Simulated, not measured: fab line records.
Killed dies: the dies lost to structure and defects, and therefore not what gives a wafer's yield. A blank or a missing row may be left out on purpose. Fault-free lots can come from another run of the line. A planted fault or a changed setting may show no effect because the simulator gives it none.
Matching of chambers -- flow gf180mcu -- GF_MIM_CVD_05 on pecvd-02 has 3 sister chambers
The step deposits Si3N4, target thk 42 nm, time 29.086 s. 3 wafers are shown with their chamber, then 7 later ones without.

== WAFERS WITH THEIR CHAMBER ==
wafer,chamber,heaterPowerW (W)
L081.5,0,508
L086.1,2,742
L086.2,1,824

== WAFERS WITHOUT THEIR CHAMBER ==
wafer,heaterPowerW (W)
L086.5,766
L088.2,663
L088.4,652
L088.5,598
L094.1,581
L094.2,847
L094.6,828

== THE CHAMBER EACH PASSED THROUGH ==
wafer,from the rows above,in truth
L086.5,can't be placed: 2 or 1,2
L088.2,can't be placed: 2 or 0 or 1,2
L088.4,can't be placed: 2 or 0 or 1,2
L088.5,can't be placed: 0 or 2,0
L094.1,can't be placed: 0 or 2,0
L094.2,can't be placed: 1 or 2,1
L094.6,can't be placed: 1 or 2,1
0 of 7 placed correctly. Cannot be placed on the basis of these rows: 7; the candidates contain the true chamber in 7. Wrongly placed: 0.
How it was worked out, from the rows above alone: a wafer's distance from a chamber is the root of the sum, over the readings, of the square of ((its reading less the chamber's mean) divided by the reading's scatter). The wafer belongs to the nearest chamber; if the next one is less than 2 further off, it can't be placed. A chamber's mean is the mean of its shown wafers. The scatter: root of mean squared gap, hidden wafer to nearest shown wafer, with one shown wafer a chamber.
